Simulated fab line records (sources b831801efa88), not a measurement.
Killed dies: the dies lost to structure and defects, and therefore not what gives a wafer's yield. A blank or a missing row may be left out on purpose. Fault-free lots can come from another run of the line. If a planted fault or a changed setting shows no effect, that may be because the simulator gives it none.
One fault through the eyes of 2 desks | flow sky130 | each desk has only its own numbers; what lay behind them comes last

THE METROLOGY DESK
What the gauges read, lot by lot, whatever tool the lot ran on: means of the sampled wafers that have a number. Any lot whose mean is over 4 standard deviations away from the usual mean is out of limits and marked OUT; that distance is given in the brackets.
Columns: A = SD_P_OVL at SKY_SD_P_OVL_MEAS_08, usual -0.9 nm; B = SD_N_TW at SKY_SD_N_TW_MEAS_12, usual 3980; C = SD_N_RS at SKY_SD_N_RS_MEAS_16, usual 68.58 ohm/sq
lot  | first seen here | A    | B    | C
L228 | day 26 04:43    | -2.1 | 3961 | 68.60
L229 | day 26 21:13    | -0.3 | 3978 | 68.62
L231 | day 27 11:07    | -0.2 | 4004 | 68.58
L233 | day 27 20:13    | -4.2 | 3983 | 68.60
L239 | day 29 14:40    | 2.5  | 3953 | 68.63
L240 | day 30 05:58    | -0.6 | 4027 | 68.58
L242 | day 31 10:56    | -1.9 | 4007 | 68.47
L241 | day 31 13:01    | -0.5 | 4024 | 68.62
L245 | day 32 01:52    | -0.8 | 3999 | 68.49
L248 | day 32 18:31    | -1.2 | 3950 | 68.68
L247 | day 32 21:22    | -1.2 | 3934 | 68.41
L249 | day 33 12:01    | -0.8 | 4005 | 68.60
This desk's verdict: no lot among the 12 shows anything out of limits.

FOR THE TOOL OWNER'S DESK: rie diel-01
The tool's own readings at SKY_LI_CONTACT_ETCH_15 (etches PSG in C4F8/O2/Ar, stops on Si, target depth 600 nm): means of the sampled wafers that have a number, for each lot that ran on this tool. Any lot whose mean is over 4 standard deviations away from the usual mean is out of limits and marked OUT; that distance is given in the brackets.
Columns: A = bias w at SKY_LI_CONTACT_ETCH_15, usual 1201 W; B = chamber pressure mTorr at SKY_LI_CONTACT_ETCH_15, usual 40.00 mTorr; C = oes product au at SKY_LI_CONTACT_ETCH_15, usual 0.837 a.u.; D = rf fwd power W at SKY_LI_CONTACT_ETCH_15, usual 1494 W
lot  | first seen here | A    | B     | C     | D
L228 | day 29 19:56    | 1206 | 39.98 | 0.835 | 1491
L233 | day 31 10:35    | 1201 | 40.00 | 0.840 | 1490
L239 | day 33 03:44    | 1202 | 40.00 | 0.839 | 1492
L242 | day 34 19:05    | 1204 | 40.00 | 0.836 | 1491
L245 | day 35 07:44    | 1202 | 40.00 | 0.840 | 1491
L247 | day 35 23:02    | 1198 | 40.01 | 0.840 | 1495
This desk's verdict: no lot among the 6 shows anything out of limits.

TAKEN TOGETHER
At the metrology desk, nothing out of limits was observed.
The tool owner's desk saw nothing out of limits.

WHAT THE SIMULATOR HAD INSERTED
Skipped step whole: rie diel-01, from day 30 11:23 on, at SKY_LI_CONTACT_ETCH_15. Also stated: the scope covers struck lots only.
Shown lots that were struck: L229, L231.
